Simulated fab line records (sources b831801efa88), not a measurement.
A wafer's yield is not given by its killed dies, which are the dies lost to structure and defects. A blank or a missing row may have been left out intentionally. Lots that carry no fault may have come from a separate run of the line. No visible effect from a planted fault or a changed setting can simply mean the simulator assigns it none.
Matching of chambers | flow sky130 | rieDiel-03 running SKY_FIELD_ISO_ETCH_14: 4 sister chambers
The step etches BARC in N2/H2, stops on SiO2, time 45.9 s, target depth 60 nm. 8 wafers are shown with their chamber, then 8 later ones without.

## WAFERS PAIRED WITH THEIR CHAMBERS
wafer  | chamber | n2FlowSccm (sccm) | oesProductAu (a.u.)
L077.6 | 0       | 100.25            | 0.860
L085.6 | 1       | 100.12            | 0.854
L087.4 | 2       | 100.11            | 0.856
L087.6 | 1       | 100.32            | 0.851
L091.2 | 2       | 100.06            | 0.859
L091.5 | 0       | 100.23            | 0.866
L091.6 | 3       | 99.86             | 0.856
L092.1 | 3       | 99.63             | 0.855

## WAFERS WITH NO CHAMBER GIVEN
wafer  | n2FlowSccm (sccm) | oesProductAu (a.u.)
L092.3 | 99.95             | 0.845
L092.4 | 99.63             | 0.865
L093.1 | 100.08            | 0.854
L093.3 | 100.21            | 0.862
L093.6 | 100.11            | 0.855
L094.2 | 100.12            | 0.850
L094.4 | 100.14            | 0.862
L094.5 | 100.04            | 0.862

## CHAMBER TAKEN BY EACH
wafer  | from the rows above          | in truth
L092.3 | can't be placed: 1 or 3 or 2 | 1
L092.4 | can't be placed: 3 or 2 or 0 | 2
L093.1 | can't be placed: 2 or 1 or 3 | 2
L093.3 | can't be placed: 0 or 2      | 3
L093.6 | can't be placed: 2 or 1      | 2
L094.2 | can't be placed: 1 or 2      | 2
L094.4 | can't be placed: 0 or 2      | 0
L094.5 | can't be placed: 2 or 0 or 3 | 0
0 of 8 placed correctly. Not placeable from these rows: 8 (in 7, the candidates include the true chamber). 0 placed wrongly.
How it was worked out, from the rows above alone: a wafer's distance from a chamber is the root of the sum, over the readings, of the square of ((its reading less the chamber's mean) divided by the reading's scatter). The wafer belongs to the nearest chamber; if the next one is less than 2 further off, it can't be placed. Each chamber's mean is taken over the wafers shown for it. The scatter is the square root of a quotient: the sum, over the shown wafers, of each reading's squared deviation from its chamber's mean, divided by wafers minus chambers.
